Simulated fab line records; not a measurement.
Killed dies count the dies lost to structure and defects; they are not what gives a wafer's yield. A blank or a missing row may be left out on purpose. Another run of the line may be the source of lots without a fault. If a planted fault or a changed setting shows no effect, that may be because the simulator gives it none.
Split-lot experiment -- flow gf180mcu -- on a route of 602 steps: 5 lots, 23 wafers read

## ON THE SPLIT
At GF_POLY_GATE_EXPOSE_07 (exposes mask Poly2, target cd 280 nm), the setting dose-mj was moved away from the recipe's 28 on 6 of the 23 wafers read, by -6.7% to +4.4%. This setting was run at the recipe's value on the other wafers.

## FROM THE SPLIT TO THE READING: what the file shows between them, 2 steps
- GF_POLY_GATE_PEB_08: peb time 90 s
- GF_POLY_GATE_DEVELOP_09: develop time 60 s

## THE READING
cd-nm, in nm, at GF_POLY_GATE_CD_MEAS_10 (target cd 280 nm). Typical for fault-free wafers on this fab line: 280.0 nm, with standard deviation 1.7 nm.

wafer,"tool, chamber at the split",dose-mj as run,against the recipe,"cd-nm, nm",against lot-mates on the recipe
L074.1,"krf-scanner-02, 0",29.24,+4.4%,277.2,-5.9
L074.3,"krf-scanner-02, 0",29.24,+4.4%,276.3,-6.8
L074.4,"krf-scanner-02, 0",28,recipe,283.6,-
L074.5,"krf-scanner-02, 0",28,recipe,282.9,-
L074.6,"krf-scanner-02, 0",28,recipe,282.7,-
L076.1,"krf-scanner-02, 0",28,recipe,278.3,-
L076.2,"krf-scanner-02, 0",28,recipe,279.1,-
L076.4,"krf-scanner-02, 0",28,recipe,279.4,-
L076.5,"krf-scanner-02, 0",28,recipe,278.8,-
L076.6,"krf-scanner-02, 0",28,recipe,279.8,-
L077.1,"krf-scanner-01, 0",28,recipe,281.3,-
L077.2,"krf-scanner-01, 0",28.6,+2.1%,278.0,-2.1
L077.3,"krf-scanner-01, 0",28.6,+2.1%,276.5,-3.6
L077.4,"krf-scanner-01, 0",28,recipe,279.5,-
L077.5,"krf-scanner-01, 0",28,recipe,279.4,-
L079.1,"krf-scanner-01, 0",28,recipe,281.2,-
L079.2,"krf-scanner-01, 0",28,recipe,280.2,-
L079.5,"krf-scanner-01, 0",28,recipe,279.4,-
L082.1,"krf-scanner-02, 0",28,recipe,279.6,-
L082.2,"krf-scanner-02, 0",26.12,-6.7%,289.3,+10.0
L082.4,"krf-scanner-02, 0",28,recipe,278.6,-
L082.5,"krf-scanner-02, 0",28,recipe,279.6,-
L082.6,"krf-scanner-02, 0",26.12,-6.7%,289.6,+10.3

THE FIT
A straight line over all 23 wafers: cd-nm changes by -1.21 nm for each +1% of dose-mj; r = -0.89; the points scatter about the line by 1.5 nm.
The same after taking each lot's own level away (the mean of its wafers on the recipe; 23 wafers): -1.48 nm for each +1%; r = -0.99; scatter 0.63 nm.
That fit puts the effect of the largest move of dose-mj on the reading at 9.9 nm.
Across the lots, their own levels run from 279.08 to 283.07 nm, a range of 2.3 times the standard deviation given above.
In other words, the slope is changed by the lot-to-lot level; the two fits disagree.
Check: with one of the wafers moved furthest among these (-6.7%) left out of the fit, the line predicts +9.97 nm for it against its lot-mates. It came out at +10 nm against them.

## THE OTHER SPLITS THESE WAFERS WENT THROUGH
Note: prior to the reading, these wafers also went through further splits. Each is held against what the fit with the lots' levels taken away leaves over:
other split on the same wafers,wafers away from the commonest value,r with cd-nm (lot level and that fit taken away)
GF_STI_CVD_03 pressure-mtorr,15,-0.02
GF_DNWELL_COAT_02 spin-rpm,8,-0.17
GF_MVSD_IMPLANT_08 energy-kev,7,+0.21
GF_MVPSD_SOFTBAKE_03 temp-c,10,-0.18
GF_VT_IMPLANT_COAT_02 spin-rpm,5,+0.06
GF_VT_IMPLANT_IMPLANT_41 energy-kev,10,-0.10
GF_DUAL_GATE_OXIDATION_02 temp-c,10,-0.01
GF_DUAL_GATE_DEVELOP_10 dev-temp-c,10,+0.28

## FILE'S OWN FIT
cd-nm changes by -1.47 nm for each +1% of dose-mj, r = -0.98.
